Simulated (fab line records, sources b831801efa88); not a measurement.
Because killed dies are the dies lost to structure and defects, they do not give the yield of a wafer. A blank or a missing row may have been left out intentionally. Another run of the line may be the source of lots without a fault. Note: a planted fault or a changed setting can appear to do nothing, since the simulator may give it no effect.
Which of the tools did it? :: flow gf180mcu :: 6 lots (18 wafers sampled), 1 step of a 602-step route

== WHAT THE GAUGES READ, wafer by wafer ==
GF_M4_CD_MEAS_14: the cd target is 280 nm.
lot: L629
measured: day 24 13:30
on: cd_sem-02
cd_nm (nm): 280.6 279.7 280.3

lot: L633
measured: day 26 06:52
on: cd_sem-01
cd_nm (nm): 281.7 280.2 280.1

lot: L637
measured: day 27 21:26
on: cd_sem-02
cd_nm (nm): 279.1 279.5 278.8

lot: L646
measured: day 29 20:10
on: cd_sem-02
cd_nm (nm): 279.8 279.1 279.4

lot: L648
measured: day 30 07:11
on: cd_sem-02
cd_nm (nm): 280.2 279.4 280.9

lot: L650
measured: day 30 15:29
on: cd_sem-01
cd_nm (nm): 278.5 278.1 279.3

== WHICH TOOL RAN EACH LOT (tool, then ch and the chambers of the sampled wafers, then the start) ==
No process step before these readings appears in the record.

== THE ANSWER, worked out from the rows above alone ==
Rule: usual is defined by the lots themselves. The widest of any qualifying gaps counts: lots, ordered by their means at a reading, are off when they make up no more than a third of the lots, leave a main group of 4 or more, and stand apart from it by 3 or more times the standard deviation of that group's means. Not used: any main group whose means are identical at the precision the tables above print for the reading. Also off: a lot with no number at a reading for which 4 or more lots have one. The other lots that the step has rows for count as sound.
No lot is off at any reading shown: from this, nothing can be told.

== WHAT THE SIMULATOR HAD INSERTED ==
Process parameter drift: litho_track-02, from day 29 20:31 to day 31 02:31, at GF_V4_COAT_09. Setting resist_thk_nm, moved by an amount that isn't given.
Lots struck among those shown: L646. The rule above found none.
